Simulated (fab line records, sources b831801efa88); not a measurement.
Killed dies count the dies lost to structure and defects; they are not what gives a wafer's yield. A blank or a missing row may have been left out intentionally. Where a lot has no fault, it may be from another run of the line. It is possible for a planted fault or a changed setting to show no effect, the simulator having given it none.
One fault seen from 2 desks | flow sky130 | each desk holds nothing but its own numbers, with what lay behind them at the end

## THE METROLOGY DESK
What the gauges read, lot by lot, whatever tool the lot ran on: means of the sampled wafers that have a number. A lot is out of limits, marked OUT, if its mean lies more than 4 standard deviations from the usual mean; the brackets give that distance.
Columns: A = DNWELL_TW at SKY_DNWELL_TW_MEAS_09, usual 1121; B = PWDE_RS at SKY_NWELL_RS_MEAS_31, usual 5230 ohm/sq; C = cd_nm at SKY_VT_ADJUST_HVTP_CD_MEAS_07, usual 379.2 nm; D = VT_ADJUST_HVTP_TW at SKY_VT_ADJUST_HVTP_TW_MEAS_11, usual 1354
lot  | first seen here | A    | B    | C     | D
L230 | day 3 07:15     | 1114 | 5233 | 377.4 | 1355
L231 | day 3 11:42     | 1122 | 5227 | 384.8 | 1365
L235 | day 4 12:16     | 1124 | 5220 | 378.5 | 1365
L237 | day 5 01:13     | 1120 | 5214 | 381.7 | 1364
L238 | day 5 04:49     | 1116 | 5233 | 379.2 | 1354
L241 | day 6 01:04     | 1126 | 5200 | 381.1 | 1368
L242 | day 6 04:01     | 1117 | 5217 | 373.4 | 1334
L245 | day 6 18:31     | 1119 | 5254 | 377.3 | 1359
L246 | day 6 21:21     | 1119 | 5237 | 380.9 | 1401
L247 | day 7 01:28     | 1126 | 5228 | 380.6 | 1338
L248 | day 7 13:16     | 1130 | 5263 | 378.9 | 1403 (+4.1) OUT
L252 | day 8 08:16     | 1124 | 5220 | 379.2 | 1372
L253 | day 8 12:45     | 1113 | 5232 | 377.8 | 1365
Finding of this desk: L248 out of limits, first seen on L248 at day 11 09:08 (VT_ADJUST_HVTP_TW at SKY_VT_ADJUST_HVTP_TW_MEAS_11). Within limits: L230, L231, L235, L237, L238, L241, L242, L245, L246, L247, L252, L253.

## THE TOOL OWNER'S DESK: implanter-03
The tool's own readings at SKY_VT_ADJUST_HVTP_IMPLANT_09, given as means over the sampled wafers that have a number, one for each lot that went through this tool. A lot is out of limits, marked OUT, if its mean lies more than 4 standard deviations from the usual mean; the brackets give that distance.
Columns: A = beam_energy_keV at SKY_VT_ADJUST_HVTP_IMPLANT_09, usual 150.00
lot  | first seen here | A
L230 | day 6 08:19     | 149.99
L231 | day 6 12:04     | 150.04
L237 | day 8 11:44     | 150.04
L242 | day 9 18:53     | 150.04
L246 | day 10 14:41    | 168.40 (+99 or more) OUT
L248 | day 11 08:53    | 168.32 (+99 or more) OUT
Finding of this desk: L246, L248 out of limits; the first was L246 at day 10 14:41, on beam_energy_keV at SKY_VT_ADJUST_HVTP_IMPLANT_09. Within limits: L230, L231, L237, L242.

## ALL TOGETHER
An alarm could have come from the tool owner's desk at day 10 14:41, on L246, L248.
The metrology desk could have raised an alarm at day 11 09:08, on L248.
The metrology desk holds a record of L246, inside its limits.
SKY_VT_ADJUST_HVTP_IMPLANT_09 was run on implanter-03 by each of the lots named.

## WHAT HAD BEEN PUT IN BY THE SIMULATOR
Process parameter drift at SKY_VT_ADJUST_HVTP_IMPLANT_09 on implanter-03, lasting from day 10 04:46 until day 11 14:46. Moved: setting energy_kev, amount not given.
Struck lots among those shown: L246, L248.
Time in hours from fault onset to the first out-of-limits reading at each desk: tool owner's desk 10, metrology desk 28.
